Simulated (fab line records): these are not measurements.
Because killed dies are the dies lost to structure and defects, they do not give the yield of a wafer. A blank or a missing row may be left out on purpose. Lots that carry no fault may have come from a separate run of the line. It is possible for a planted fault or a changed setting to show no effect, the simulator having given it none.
fab line records | flow sky130
record: lots: 7 | wafers: 21 | last_day: 50
route steps=708 shown METAL5@671 PASSIVATION@681
lots with no fault: from the same line, run without faults
start_h: hours from the record's opening day to when the first of the lot's shown wafers began | wait_h: how many hours have passed since the lot's step before this one | " same as the row above | L1.1+2: several wafers, shown together as one row | - no value, or no start was given | * or withheld: withheld | < > ~ a bound
route shown NAME@n: a module of which the file shows steps, and the number in the route of the first | usual: mean/standard deviation of fault-free wafers | same: alike in all rows | chamber/n: place in a boat | sites: per-site readings | _std_site: standard deviation of those values | _edge_site: outer sites' mean less inner sites' | radius_mm: how far each site lies from the wafer's centre | mask NAME#n: copy n | behind: tool/chamber where the wafer was last shaped | hold: the reason the lot was held/the length of the hold in hours/how it ended | device: transistor that didn't switch, given as n, p or np | end of line: tests of these same wafers at the route's end | for a step that has no rows: nothing shown but its recipe | killed: count of dies lost to structure and defects at first sort (not the wafer's yield) | map: the dies of a wafer, with x for killed, . for not killed, _ for no die there
set.NAME: setting as actually run; set.NAME@STEP: the setting as run at that earlier step | model.NAME: the simulator's own value behind a step, which no gauge read
certain route steps with their lots: each step a table, each wafer a row
services: a tool's chamber out of use, with start hour (start_h, from the record's first day; less than 0 if before it), hours out, and reason
== steps ==
step: SKY_METAL5_SOFTBAKE_10
recipe: temp_c: 90 | time_s: 60 | resist: NOVOLAK
step: SKY_METAL5_EXPOSE_11
recipe: mask_id: MM5 | na: 0.6 | source_shape: conventional | sigma_outer: 0.6 | polarization: unpolarized | target_cd_nm: 1600 | dose_mj: 190
step: SKY_METAL5_PEB_12
recipe: temp_c: withheld | time_s: * | resist: NOVOLAK
step: SKY_METAL5_DEVELOP_13
recipe: resist: NOVOLAK | developer: TMAH | develop_time_s: 60 | dev_temp_c: 23
step: SKY_METAL5_DESCUM_14
recipe: chemistry: O2 | source_power_w: 150 | bias_power_w: 0 | pressure_mtorr: 10 | temp_c: 40 | time_s: 11
usual: drypump_motor_current_A: 5.7/0.47 | oes_product_au: 1.002/0.013 | temp_c: 40.00/0.11
lot.wafer | tool         | chamber | start_h | wait_h | drypump_motor_current_A | oes_product_au | rf_hours_counter_h | temp_c
L565.1    | rie_metal-04 | 1       | 1049.17 | 0.1    | 5.5                     | 1.006          | 8                  | 40.14
L565.5    | "            | 0       | "       | "      | 5.5                     | 1.001          | -                  | 40.16
L565.6    | "            | 1       | "       | "      | 5.5                     | 1.015          | -                  | 39.98
L567.1    | rie_metal-04 | 1       | 1067.53 | 0.1    | 5.5                     | 1.013          | 10                 | 40.03
L567.2    | "            | 0       | "       | "      | 5.5                     | 0.994          | 12                 | 40.05
L567.5    | "            | 1       | "       | "      | 5.5                     | 1.019          | -                  | 40.03
L573.2    | rie_metal-01 | 1       | 1102.79 | 0.1    | 5.0                     | 0.997          | 23                 | 39.93
L573.3    | "            | 0       | "       | "      | 6.2                     | 1.009          | -                  | 39.92
L573.5    | "            | 0       | "       | "      | 6.2                     | 1.005          | -                  | 40.16
L574.1    | rie_metal-04 | 1       | 1110.27 | 0.1    | 5.5                     | 1.015          | 13                 | 40.13
L574.5    | "            | 1       | "       | "      | 5.5                     | 1.016          | -                  | 39.97
L574.6    | "            | 0       | "       | "      | 5.5                     | 1.001          | -                  | 39.82
L575.2    | rie_metal-04 | 1       | 1112.22 | 0.1    | 5.5                     | 1.009          | 13                 | 40.08
L575.5    | "            | 1       | "       | "      | 5.5                     | 1.003          | -                  | 40.02
L575.6    | "            | 0       | "       | "      | 5.5                     | 0.993          | -                  | 39.99
L582.2    | rie_metal-01 | 0       | 1144.88 | 0.1    | 6.2                     | 1.025          | 26                 | 40.14
L582.4    | "            | 0       | "       | "      | 6.2                     | 1.023          | -                  | 40.01
L582.5    | "            | 0       | "       | "      | 6.2                     | 1.025          | -                  | 40.04
L585.2    | rie_metal-04 | 0       | 1160.68 | 0.1    | 5.5                     | 0.995          | 20                 | 39.94
L585.4    | "            | 1       | "       | "      | 5.5                     | 1.020          | -                  | 40.11
L585.5    | "            | 0       | "       | "      | 5.5                     | 1.001          | -                  | 39.96
step: SKY_METAL5_METAL_ETCH_15
recipe: target_depth_a: 12600 | stop_on: SiO2 | over_etch_frac: 0.2 | time_s: 252 | chemistry: Cl2/BCl3 | resist_sidewall_deg: 86 | pressure_mtorr: 10 | icp_w: 900 | bias_w: 48.5 | Cl2_flow_sccm: 60 | bcl3_flow_sccm: 30
usual: drypump_motor_current_A: 5.7/0.47 | oes_product_au: 0.894/0.0051 | throttle_valve_pct: 22.264/0.0095
lot.wafer | tool         | chamber | start_h | wait_h | drypump_motor_current_A | oes_product_au | rf_hours_counter_h | throttle_valve_pct
L565.1    | rie_metal-04 | 1       | 1049.22 | 0.0    | 5.4                     | 0.890          | 8                  | 22.268
L565.5    | "            | 0       | "       | "      | 5.5                     | 0.896          | -                  | 22.268
L565.6    | "            | 1       | "       | "      | 5.4                     | 0.893          | -                  | 22.246
L567.1    | rie_metal-04 | 1       | 1067.56 | 0.0    | 5.5                     | 0.905          | 10                 | 22.268
L567.2    | "            | 0       | "       | "      | 5.5                     | 0.894          | 12                 | 22.272
L567.5    | "            | 1       | "       | "      | 5.5                     | 0.898          | -                  | 22.270
L573.2    | rie_metal-01 | 1       | 1102.83 | 0.0    | 5.0                     | 0.892          | 23                 | 22.285
L573.3    | "            | 0       | "       | "      | 6.2                     | 0.895          | -                  | 22.273
L573.5    | "            | 0       | "       | "      | 6.2                     | 0.893          | -                  | 22.262
L574.1    | rie_metal-04 | 1       | 1110.31 | 0.0    | 5.5                     | 0.903          | 13                 | 22.269
L574.5    | "            | 1       | "       | "      | 5.5                     | 0.901          | -                  | 22.273
L574.6    | "            | 0       | "       | "      | 5.5                     | 0.890          | -                  | 22.247
L575.2    | rie_metal-04 | 1       | 1112.26 | 0.0    | 5.5                     | 0.895          | 13                 | 22.265
L575.5    | "            | 1       | "       | "      | 5.5                     | 0.895          | -                  | 22.253
L575.6    | "            | 0       | "       | "      | 5.5                     | 0.899          | -                  | 22.265
L582.2    | rie_metal-01 | 0       | 1144.91 | 0.0    | 6.1                     | 0.899          | 26                 | 22.268
L582.4    | "            | 0       | "       | "      | 6.2                     | 0.895          | -                  | 22.277
L582.5    | "            | 0       | "       | "      | 6.2                     | 0.901          | -                  | 22.279
L585.2    | rie_metal-04 | 0       | 1160.71 | 0.0    | 5.5                     | 0.898          | 20                 | 22.268
L585.4    | "            | 1       | "       | "      | 5.4                     | 0.892          | -                  | 22.268
L585.5    | "            | 0       | "       | "      | 5.5                     | 0.897          | -                  | 22.256
step: SKY_METAL5_STRIP_16
recipe: chemistry: O2/N2 | power_w: 1400 | pressure_mtorr: 1500 | platen_temp_c: withheld | o2_flow_sccm: 3000 | n2_flow_sccm: 300 | overash_fraction: 0.5
usual: drypump_motor_current_A: 5.93/0.28 | oes_product_au: 0.710/0.0042 | strip_time_to_endpoint_s: 13.00/0.21
lot.wafer | tool            | chamber | start_h | wait_h | drypump_motor_current_A | oes_product_au | rf_hours_counter_h | strip_time_to_endpoint_s
L565.1    | plasma_asher-03 | 1       | 1049.53 | 0.2    | 5.53                    | 0.701          | 59                 | 12.82
L565.5    | "               | 1       | "       | "      | 5.52                    | 0.708          | -                  | 13.07
L565.6    | "               | 0       | "       | "      | 6.15                    | 0.715          | -                  | 12.78
L567.1    | plasma_asher-02 | 1       | 1067.80 | 0.2    | 6.25                    | 0.706          | 35                 | 12.84
L567.2    | "               | 0       | "       | "      | 6.02                    | 0.706          | 35                 | 13.05
L567.5    | "               | 0       | "       | "      | 6.03                    | 0.713          | -                  | 12.75
L573.2    | plasma_asher-04 | 0       | 1103.06 | 0.2    | 6.11                    | 0.715          | 100                | 12.86
L573.3    | "               | 0       | "       | "      | 6.09                    | 0.715          | -                  | 12.79
L573.5    | "               | 1       | "       | "      | 5.65                    | 0.700          | -                  | 12.80
L574.1    | plasma_asher-02 | 1       | 1110.54 | 0.2    | 6.24                    | 0.712          | 39                 | 12.89
L574.5    | "               | 1       | "       | "      | 6.25                    | 0.706          | -                  | 12.83
L574.6    | "               | 0       | "       | "      | 6.00                    | 0.709          | -                  | 13.00
L575.2    | plasma_asher-03 | 1       | 1112.49 | 0.2    | 5.53                    | 0.713          | 65                 | 12.79
L575.5    | "               | 0       | "       | "      | 6.13                    | 0.708          | -                  | 12.82
L575.6    | "               | 1       | "       | "      | 5.52                    | 0.703          | -                  | 12.99
L582.2    | plasma_asher-04 | 0       | 1145.15 | 0.2    | 6.05                    | 0.712          | 105                | 12.77
L582.4    | "               | 0       | "       | "      | 6.06                    | 0.711          | -                  | 12.71
L582.5    | "               | 1       | "       | "      | 5.64                    | 0.713          | -                  | 12.78
L585.2    | plasma_asher-03 | 1       | 1160.95 | 0.2    | 5.52                    | 0.711          | 70                 | 13.07
L585.4    | "               | 1       | "       | "      | 5.53                    | 0.701          | -                  | 12.74
L585.5    | "               | 0       | "       | "      | 6.14                    | 0.710          | -                  | 12.97
step: SKY_METAL5_STRIP_17
recipe: chemistry: post_etch_residue_remover | time_s: 1200 | temp_c: 72.5
step: SKY_METAL5_CLEAN_18
recipe: chemistry: IPA | time_s: 180 | temp_c: 25
step: SKY_METAL5_CLEAN_19
recipe: chemistry: O3/DIW | dry: n2_spin
step: SKY_PASSIVATION_CVD_00
recipe: material: SiO2 | target_thk_nm: 90 | temp_c: 400 | time_s: withheld | rf_w: 600
usual: heater_power_outer_w: 359/75 | heater_power_w: 606/88
lot.wafer | tool     | chamber | start_h | wait_h | heater_power_outer_w | heater_power_w
L565.1    | pecvd-01 | 0       | 1050.12 | 0.0    | 267                  | 471
L565.5    | "        | 0       | "       | "      | 268                  | 480
L565.6    | "        | 1       | "       | "      | 382                  | 657
L567.1    | pecvd-01 | 2       | 1068.44 | 0.0    | 378                  | 649
L567.2    | "        | 1       | "       | "      | 387                  | 649
L567.5    | "        | 1       | "       | "      | 378                  | 666
L573.2    | pecvd-03 | 0       | 1103.72 | 0.0    | 314                  | 536
L573.3    | "        | 2       | "       | "      | 396                  | 679
L573.5    | "        | 1       | "       | "      | 257                  | 493
L574.1    | pecvd-03 | 1       | 1111.22 | 0.0    | 273                  | 504
L574.5    | "        | 2       | "       | "      | 352                  | 610
L574.6    | "        | 1       | "       | "      | 276                  | 517
L575.2    | pecvd-04 | 2       | 1113.10 | 0.0    | 539                  | 759
L575.5    | "        | 1       | "       | "      | 334                  | 591
L575.6    | "        | 2       | "       | "      | 540                  | 779
L582.2    | pecvd-04 | 1       | 1145.74 | 0.0    | 308                  | 523
L582.4    | "        | 2       | "       | "      | 542                  | 787
L582.5    | "        | 2       | "       | "      | 545                  | 780
L585.2    | pecvd-01 | 0       | 1161.54 | 0.0    | 273                  | 482
L585.4    | "        | 1       | "       | "      | 348                  | 598
L585.5    | "        | 2       | "       | "      | 386                  | 662
step: SKY_PASSIVATION_THK_MEAS_01
recipe: reads: SiO2_of_PASSIVATION_CVD_00
usual: PASSIVATION_CVD_00_THK: 90.2/1.3
lot.wafer | tool          | chamber | start_h | wait_h | PASSIVATION_CVD_00_THK[nm]
L565.1    | film_metro-04 | -       | 1050.14 | -      | 90.7
L565.5    | "             | -       | "       | "      | 91.7
L565.6    | "             | -       | "       | "      | 92.8
L567.1    | film_metro-04 | -       | 1068.47 | -      | 91.6
L567.2    | "             | -       | "       | "      | 89.3
L567.5    | "             | -       | "       | "      | 91.9
L573.2    | film_metro-04 | -       | 1103.75 | -      | 90.5
L573.3    | "             | -       | "       | "      | 89.3
L573.5    | "             | -       | "       | "      | 90.8
L574.1    | film_metro-04 | -       | 1111.24 | -      | 89.3
L574.5    | "             | -       | "       | "      | 90.7
L574.6    | "             | -       | "       | "      | 90.6
L575.2    | film_metro-02 | -       | 1113.13 | -      | 90.0
L575.5    | "             | -       | "       | "      | 90.3
L575.6    | "             | -       | "       | "      | 91.4
L582.2    | film_metro-03 | -       | 1145.78 | -      | 88.4
L582.4    | "             | -       | "       | "      | 90.4
L582.5    | "             | -       | "       | "      | 90.5
L585.2    | film_metro-03 | -       | 1161.57 | -      | 88.7
L585.4    | "             | -       | "       | "      | 90.9
L585.5    | "             | -       | "       | "      | 90.7
step: SKY_PASSIVATION_CVD_02
recipe: material: Si3N4 | target_thk_nm: 540 | temp_c: 400 | time_s: withheld | rf_w: 450
usual: heater_power_outer_w: 398/77 | heater_power_w: 657/89
lot.wafer | tool     | chamber | start_h | wait_h | heater_power_outer_w | heater_power_w
L565.1    | pecvd-04 | 2       | 1050.20 | 0.1    | 549                  | 782
L565.5    | "        | 0       | "       | "      | 434                  | 726
L565.6    | "        | 2       | "       | "      | 579                  | 824
L567.1    | pecvd-03 | 0       | 1068.53 | 0.1    | 410                  | 673
L567.2    | "        | 2       | "       | "      | 392                  | 657
L567.5    | "        | 0       | "       | "      | 426                  | 697
L573.2    | pecvd-01 | 2       | 1103.80 | 0.0    | -                    | -
L573.3    | "        | 0       | "       | "      | -                    | -
L573.5    | "        | 2       | "       | "      | -                    | -
L574.1    | pecvd-01 | 2       | 1111.30 | 0.1    | -                    | -
L574.5    | "        | 1       | "       | "      | -                    | -
L574.6    | "        | 2       | "       | "      | -                    | -
L575.2    | pecvd-03 | 2       | 1113.18 | 0.0    | -                    | -
L575.5    | "        | 1       | "       | "      | -                    | -
L575.6    | "        | 2       | "       | "      | -                    | -
L582.2    | pecvd-01 | 0       | 1145.83 | 0.0    | 310                  | 556
L582.4    | "        | 2       | "       | "      | 452                  | 724
L582.5    | "        | 0       | "       | "      | 315                  | 558
L585.2    | pecvd-04 | 2       | 1161.62 | 0.0    | 547                  | 781
L585.4    | "        | 1       | "       | "      | 340                  | 606
L585.5    | "        | 2       | "       | "      | 603                  | 837
step: SKY_PASSIVATION_DEHYDRATE_04
recipe: temp_c: 200 | time_s: 60
step: SKY_PASSIVATION_HMDS_05
recipe: prime_time_s: 60 | prime_temp_c: 120
step: SKY_PASSIVATION_COAT_06
recipe: spin_rpm: 2000 | resist_thk_nm: 3000
step: SKY_PASSIVATION_SOFTBAKE_07
recipe: temp_c: 110 | time_s: withheld
step: SKY_PASSIVATION_EXPOSE_08
recipe: mask_id: NSM | target_cd_nm: 3000 | na: 0.57 | dose_mj: 260
step: SKY_PASSIVATION_PEB_09
recipe: temp_c: 115 | time_s: withheld
step: SKY_PASSIVATION_DEVELOP_10
recipe: develop_time_s: 60 | dev_temp_c: 23
step: SKY_PASSIVATION_ETCH_11
recipe: chemistry: CF4/O2 | target_depth_nm: 725 | stop_on: AlCu | source_w: 800 | bias_w: 150 | pressure_mtorr: 150 | cf4_flow_sccm: 80 | O2_flow_sccm: 10 | time_s: 161.1
usual: cf4_flow_sccm: 79.96/0.25 | drypump_motor_current_A: 5.5/0.52 | oes_product_au: 0.978/0.0079 | throttle_valve_pct: 5.964/0.009
lot.wafer | tool        | chamber | start_h | wait_h | cf4_flow_sccm | drypump_motor_current_A | oes_product_au | rf_hours_counter_h | throttle_valve_pct | model.PASSIVATION.feature_depth_nm | model.etch.depth_nm
L565.1    | rie_diel-01 | 2       | 1071.89 | -      | 79.59         | 5.9                     | 0.963          | 7                  | 5.960              | 686.1                              | 686.1
L565.5    | "           | 3       | "       | "      | 79.83         | 5.2                     | 0.983          | -                  | 5.967              | 710.7                              | 710.7
L565.6    | "           | 0       | "       | "      | 79.74         | 5.1                     | 0.981          | -                  | 5.954              | 701.1                              | 701.1
L567.1    | rie_diel-03 | 1       | 1089.18 | -      | 80.06         | 6.2                     | 0.985          | 25                 | 5.956              | 708.8                              | 708.8
L567.2    | "           | 2       | "       | "      | 79.80         | 4.8                     | 0.969          | 7                  | 5.979              | 694.1                              | 694.1
L567.5    | "           | 2       | "       | "      | 79.62         | 4.8                     | 0.990          | -                  | 5.968              | 719.5                              | 719.5
L573.2    | rie_diel-01 | 0       | 1123.48 | -      | 79.69         | 5.1                     | 0.980          | 18                 | 5.952              | 705.3                              | 705.3
L573.3    | "           | 3       | "       | "      | 80.10         | 5.2                     | 0.990          | 14                 | 5.962              | 725                                | 725
L573.5    | "           | 0       | "       | "      | 79.71         | 5.1                     | 0.975          | -                  | 5.967              | 706.9                              | 706.9
L574.1    | rie_diel-01 | 3       | 1130.61 | -      | 80.36         | 5.2                     | 0.989          | 14                 | 5.958              | 725                                | 725
L574.5    | "           | 0       | "       | "      | 79.86         | 5.1                     | 0.971          | -                  | 5.947              | 696.3                              | 696.3
L574.6    | "           | 3       | "       | "      | 80.00         | 5.2                     | 0.990          | -                  | 5.973              | 725                                | 725
L575.2    | rie_diel-01 | 3       | 1132.33 | -      | 80.05         | 5.2                     | 1.002          | 15                 | 5.965              | 725                                | 725
L575.5    | "           | 3       | "       | "      | 79.84         | 5.2                     | 0.997          | -                  | 5.954              | 725                                | 725
L575.6    | "           | 2       | "       | "      | 80.21         | 5.9                     | 0.982          | -                  | 5.962              | 720.7                              | 720.7
L582.2    | rie_diel-03 | 1       | 1163.38 | -      | 79.70         | 6.2                     | 0.976          | 28                 | 5.967              | 701.3                              | 701.3
L582.4    | "           | 1       | "       | "      | 80.13         | 6.2                     | 0.978          | -                  | 5.963              | 714.3                              | 714.3
L582.5    | "           | 0       | "       | "      | 80.34         | 5.2                     | 0.984          | -                  | 5.969              | 706.5                              | 706.5
L585.2    | rie_diel-04 | 1       | 1178.63 | -      | 79.88         | 6.3                     | 0.974          | 20                 | 5.962              | 694                                | 694
L585.4    | "           | 1       | "       | "      | 79.58         | 6.3                     | 0.991          | -                  | 5.959              | 715.4                              | 715.4
L585.5    | "           | 3       | "       | "      | 79.93         | 5.8                     | 0.966          | -                  | 5.953              | 697.5                              | 697.5
step: SKY_PASSIVATION_STRIP_12
recipe: chemistry: O2/N2 | power_w: 1400 | pressure_mtorr: 1500 | platen_temp_c: withheld | overash_fraction: 0.7 | o2_flow_sccm: 3000 | n2_flow_sccm: 300
usual: drypump_motor_current_A: 6.08/0.23 | oes_product_au: 0.661/0.0046 | strip_time_to_endpoint_s: 31.46/0.16
lot.wafer | tool            | chamber | start_h | wait_h | drypump_motor_current_A | oes_product_au | rf_hours_counter_h | strip_time_to_endpoint_s
L565.1    | plasma_asher-01 | 1       | 1072.00 | 0.1    | 6.18                    | 0.665          | 1                  | 31.75
L565.5    | "               | 0       | "       | "      | 6.11                    | 0.656          | -                  | 31.43
L565.6    | "               | 1       | "       | "      | 6.20                    | 0.662          | -                  | 31.64
L567.1    | plasma_asher-01 | 0       | 1089.29 | 0.1    | 6.20                    | 0.661          | 2                  | 31.38
L567.2    | "               | 1       | "       | "      | 6.22                    | 0.664          | 2                  | 31.58
L567.5    | "               | 1       | "       | "      | 6.23                    | 0.658          | -                  | 31.54
L573.2    | plasma_asher-02 | 1       | 1123.59 | 0.1    | 6.24                    | 0.661          | 41                 | 31.68
L573.3    | "               | 0       | "       | "      | 5.98                    | 0.666          | -                  | 31.42
L573.5    | "               | 0       | "       | "      | 6.01                    | 0.671          | -                  | 31.67
L574.1    | plasma_asher-02 | 0       | 1130.72 | 0.1    | 5.98                    | 0.667          | 41                 | 31.52
L574.5    | "               | 1       | "       | "      | 6.24                    | 0.667          | -                  | 31.66
L574.6    | "               | 0       | "       | "      | 6.00                    | 0.664          | -                  | 31.44
L575.2    | plasma_asher-01 | 1       | 1132.44 | 0.1    | 6.24                    | 0.660          | 5                  | 31.45
L575.5    | "               | 0       | "       | "      | 6.16                    | 0.663          | -                  | 31.47
L575.6    | "               | 1       | "       | "      | 6.23                    | 0.657          | -                  | 31.52
L582.2    | plasma_asher-01 | 0       | 1163.49 | 0.1    | 6.16                    | 0.654          | 8                  | 31.41
L582.4    | "               | 1       | "       | "      | 6.22                    | 0.665          | -                  | 31.35
L582.5    | "               | 1       | "       | "      | 6.25                    | 0.665          | -                  | 31.57
L585.2    | plasma_asher-02 | 1       | 1178.74 | 0.1    | 6.25                    | 0.666          | 46                 | 31.03
L585.4    | "               | 0       | "       | "      | 5.96                    | 0.667          | -                  | 30.96
L585.5    | "               | 0       | "       | "      | 6.01                    | 0.663          | -                  | 31.39
== services ==
tool            | chamber | start_h | hours | kind
pecvd-03        | 1       | 1042.26 | 5.0   | scheduled_down
pecvd-04        | 1       | 1046.30 | 16.5  | scheduled_down
pecvd-03        | 1       | 1050.56 | 5.5   | scheduled_down
rie_diel-04     | 3       | 1052.17 | 9.8   | repair
plasma_asher-01 | -       | 1055.25 | 9.0   | pm
plasma_asher-01 | 0       | 1055.25 | 9.0   | vent_cycle
plasma_asher-01 | 1       | 1055.25 | 9.0   | vent_cycle
rie_diel-01     | 0       | 1061.07 | 9.2   | repair
plasma_asher-01 | 0       | 1064.25 | -     | clean
plasma_asher-01 | 1       | 1064.25 | -     | clean
rie_diel-03     | 1       | 1064.36 | 2.9   | repair
rie_diel-04     | 1       | 1069.35 | 3.1   | repair
pecvd-01        | 2       | 1073.25 | 5.5   | scheduled_down
pecvd-04        | 1       | 1076.93 | 5.5   | scheduled_down
pecvd-04        | 0       | 1115.26 | 5.5   | scheduled_down
pecvd-03        | 0       | 1115.82 | 2.2   | repair
plasma_asher-01 | -       | 1116.96 | 13.4  | repair
pecvd-03        | 2       | 1117.34 | 5.7   | repair
pecvd-03        | 1       | 1120.79 | 2.2   | repair
rie_diel-03     | -       | 1130.62 | 1.2   | repair
rie_diel-03     | 3       | 1141.17 | 30.1  | repair
rie_diel-01     | 0       | 1142.36 | 3.6   | repair
pecvd-01        | -       | 1148.19 | 0.7   | repair
pecvd-04        | -       | 1156.31 | 0.4   | repair
== key ==
first_sign: step: SKY_PASSIVATION_CVD_02 | reading: tool_record | direction: missing
effect none on later readings
model_effect: step: SKY_PASSIVATION_ETCH_11 | value: PASSIVATION.feature_depth_nm | without: 703.6 | struck: 717.1
met_at SKY_PASSIVATION_CVD_02
struck_wafers L573.2,L573.3,L573.5,L574.1,L574.5,L574.6,L575.2,L575.5,L575.6
later_rows_left_out L573.2,L573.3,L573.5,L574.1,L574.5,L574.6,L575.2,L575.5,L575.6
sort_left_out L573.2,L573.3,L573.5,L574.1,L574.5,L574.6,L575.2,L575.5,L575.6
onset_between 1068.53 1103.80
fault: kind: skipped_step_whole | tool: pecvd-01,pecvd-03 | chamber: - | onset_h: 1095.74 | steps: SKY_PASSIVATION_CVD_02 | scope: struck_lots_only
sort_left_out: the simulated sort isn't trusted on such a fault, so these wafers' sort isn't shown, and their yield isn't known
later_rows_left_out: the simulator's readings of these wafers behind a module that went badly wrong aren't trusted and aren't shown, but for the sort
